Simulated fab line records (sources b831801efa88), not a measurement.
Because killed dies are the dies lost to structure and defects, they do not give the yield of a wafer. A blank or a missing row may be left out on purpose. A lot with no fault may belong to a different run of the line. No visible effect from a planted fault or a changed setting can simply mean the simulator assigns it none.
What tool caused it? ; flow sky130 ; route of 708 steps, sampled at 1 step: 12 lots, 36 wafers

## WHAT EACH GAUGE READ, for each wafer
SKY_FIELD_ISO_THK_MEAS_02.
lot;measured;on;FIELD_ISO_OXIDATION_00_THK (nm)
L075;day 1 17:16;film metro-01;11.78 11.59 11.97
L077;day 2 03:19;film metro-01;12.00 11.65 11.93
L079;day 2 14:00;film metro-02;12.03 12.03 11.94
L081;day 2 23:16;film metro-02;12.12 12.08 12.19
L083;day 3 09:39;film metro-03;11.67 11.85 11.69
L085;day 3 19:21;film metro-01;11.74 11.69 11.74
L087;day 4 05:19;film metro-01;11.54 11.70 11.87
L089;day 4 15:04;film metro-01;12.12 11.94 11.89
L091;day 5 01:29;film metro-03;11.65 11.74 11.74
L093;day 5 10:38;film metro-02;12.42 12.23 11.99
L095;day 5 21:49;film metro-03;12.14 12.14 12.09
L097;day 6 06:43;film metro-03;11.96 12.02 12.05

## WHICH TOOL RAN EACH LOT (tool, then ch and the chambers of the sampled wafers, then the start)
Record: no process step prior to these readings.

## THE ANSWER, worked out from the rows above alone
Rule: what is usual is taken from the lots themselves. Put in order of their means at a reading, lots are off if they are a third of the lots or fewer, leave a main group of 4 or more, and stand apart from it by a gap of 3 or more times the standard deviation of the main group's means; of several such gaps the widest counts. A main group is skipped when, at the precision printed for the reading in the tables above, its means are all equal. Also off: a lot with no number at a reading for which 4 or more lots have one. Any other lot the step has rows for is counted as sound.
No lot is off at any reading shown: from this, nothing can be told.

## WHAT HAD BEEN PUT IN BY THE SIMULATOR
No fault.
